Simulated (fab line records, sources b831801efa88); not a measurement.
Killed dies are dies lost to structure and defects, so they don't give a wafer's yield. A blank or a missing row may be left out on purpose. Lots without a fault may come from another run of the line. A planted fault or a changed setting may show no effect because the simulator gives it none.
One fault seen from 2 desks | flow gf180mcu | each desk has only its own numbers; what lay behind them comes last

THE METROLOGY DESK
What the gauges read, lot by lot, whatever tool the lot ran on: means of the sampled wafers that have a number. A lot is out of limits, marked OUT, if its mean lies more than 4 standard deviations from the usual mean; the brackets give that distance.
Columns: A = STI_OXIDATION_01_THK at GF_STI_THK_MEAS_22, usual 14.83 nm; B = HV_LDD_RS at GF_HV_LDD_RS_MEAS_53, usual 418.7 ohm/sq; C = CONTACT_W_RS at GF_CONTACT_RS_MEAS_25, usual 0.382 ohm/sq
lot  | first seen here | A     | B                | C
L955 | day 2 08:40     | 15.12 | 418.1            | 0.377
L956 | day 2 13:59     | 14.55 | 418.5            | 0.387
L957 | day 2 18:39     | 14.56 | 422.8 (+4.4) OUT | 0.383
L958 | day 3 00:32     | 14.78 | 424.6 (+6.2) OUT | 0.391
L959 | day 3 06:58     | 14.54 | 418.7            | 0.379
L967 | day 4 22:07     | 15.26 | 418.6            | 0.380
L969 | day 5 10:21     | 14.96 | 418.2            | 0.382
L970 | day 5 13:35     | 14.56 | 418.1            | 0.377
L971 | day 5 19:31     | 14.83 | 418.8            | 0.379
L972 | day 6 00:49     | 14.80 | 417.6            | 0.382
L975 | day 6 17:20     | 14.88 | 418.4            | 0.382
L977 | day 7 03:23     | 15.11 | 419.3            | 0.384
This desk's finding: out of limits on L957, L958; first on L957, day 13 14:46 (HV_LDD_RS at GF_HV_LDD_RS_MEAS_53). In limits: L955, L956, L959, L967, L969, L970, L971, L972, L975, L977.

THE TOOL OWNER'S DESK: implanter-02
The tool's own readings at GF_HV_LDD_IMPLANT_09: means of the sampled wafers that have a number, for each lot that ran on this tool. A lot is out of limits, marked OUT, if its mean lies more than 4 standard deviations from the usual mean; the brackets give that distance.
Columns: A = beam_on_s at GF_HV_LDD_IMPLANT_09, usual 9.97 s; B = dose_ions_cm2 at GF_HV_LDD_IMPLANT_09, usual 1e+14
lot  | first seen here | A     | B
L955 | day 10 07:01    | 9.94  | 1e+14
L956 | day 10 12:54    | 10.02 | 1e+14
L957 | day 11 02:25    | 9.89  | 1e+14 (-18) OUT
L958 | day 11 07:53    | 9.99  | 1e+14 (-16) OUT
L969 | day 14 22:28    | 10.13 | 1e+14
L972 | day 15 15:37    | 10.04 | 1e+14
L975 | day 16 12:07    | 9.90  | 1e+14
L977 | day 17 02:49    | 9.92  | 1e+14
This desk's finding: out of limits on L957, L958; first on L957, day 11 02:25 (dose_ions_cm2 at GF_HV_LDD_IMPLANT_09). In limits: L955, L956, L969, L972, L975, L977.

PUT TOGETHER
The tool owner's desk could have raised an alarm at day 11 02:25, on L957, L958.
The metrology desk could have raised an alarm at day 13 14:46, on L957, L958.
Of the lots named, all ran GF_HV_LDD_IMPLANT_09 on implanter-02.

WHAT THE SIMULATOR HAD PUT IN
Process parameter drift: implanter-02, from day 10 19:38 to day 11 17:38, at GF_HV_LDD_IMPLANT_09. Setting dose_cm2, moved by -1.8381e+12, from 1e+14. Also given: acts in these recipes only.
Lots struck among those shown: L957, L958.
Hours from the fault's start to each desk's first reading out of limits: the tool owner's desk, 7; the metrology desk, 67.
